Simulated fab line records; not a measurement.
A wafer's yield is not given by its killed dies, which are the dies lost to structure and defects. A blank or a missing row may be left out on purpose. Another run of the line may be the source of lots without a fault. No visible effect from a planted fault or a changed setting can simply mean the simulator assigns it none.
2 desks, one fault || flow sky130 || what lay behind the numbers comes last; until then each desk has only its own

== METROLOGY DESK ==
What the gauges read, lot by lot, whatever tool the lot ran on: means of the sampled wafers that have a number. Marked OUT: a lot whose mean sits more than 4 standard deviations from the usual mean, which makes it out of limits; the brackets give that distance.
Columns: A = METAL2_OVL at SKY_METAL2_OVL_MEAS_16, usual -1 nm
{"lot": "L412", "first seen here": "day 35 22:26", "A": -3}
{"lot": "L416", "first seen here": "day 36 21:25", "A": 10}
{"lot": "L417", "first seen here": "day 37 02:49", "A": -0}
{"lot": "L418", "first seen here": "day 37 10:21", "A": 6}
{"lot": "L419", "first seen here": "day 37 22:56", "A": -2}
{"lot": "L420", "first seen here": "day 38 10:14", "A": 3}
{"lot": "L422", "first seen here": "day 38 13:02", "A": 8}
{"lot": "L423", "first seen here": "day 39 11:23", "A": -2}
{"lot": "L424", "first seen here": "day 40 12:14", "A": 3}
{"lot": "L431", "first seen here": "day 41 14:47", "A": 2}
{"lot": "L433", "first seen here": "day 42 05:46", "A": -9}
{"lot": "L434", "first seen here": "day 42 10:11", "A": 5}
This desk's verdict: no lot among the 12 shows anything out of limits.

== AT THE TOOL OWNER'S DESK: lithoTrack-02 ==
The tool's own readings at SKY_NWELL_COAT_18 (resist thk 3000 nm): means of the sampled wafers that have a number, for each lot that ran on this tool. Marked OUT: a lot whose mean sits more than 4 standard deviations from the usual mean, which makes it out of limits; the brackets give that distance.
Columns: A = dispensePressureKPa at SKY_NWELL_COAT_18, usual 46.5 kPa
{"lot": "L412", "first seen here": "day 5 12:52", "A": 44.6}
{"lot": "L418", "first seen here": "day 6 14:41", "A": 44.6}
{"lot": "L419", "first seen here": "day 6 22:59", "A": 44.6}
{"lot": "L423", "first seen here": "day 7 19:43", "A": 44.6}
{"lot": "L424", "first seen here": "day 8 08:02", "A": 44.5}
This desk's verdict: no lot among the 5 shows anything out of limits.

== ALL TOGETHER ==
The metrology desk saw nothing out of limits.
Nothing out of limits was seen by the tool owner's desk.

== WHAT WAS PUT IN BY THE SIMULATOR ==
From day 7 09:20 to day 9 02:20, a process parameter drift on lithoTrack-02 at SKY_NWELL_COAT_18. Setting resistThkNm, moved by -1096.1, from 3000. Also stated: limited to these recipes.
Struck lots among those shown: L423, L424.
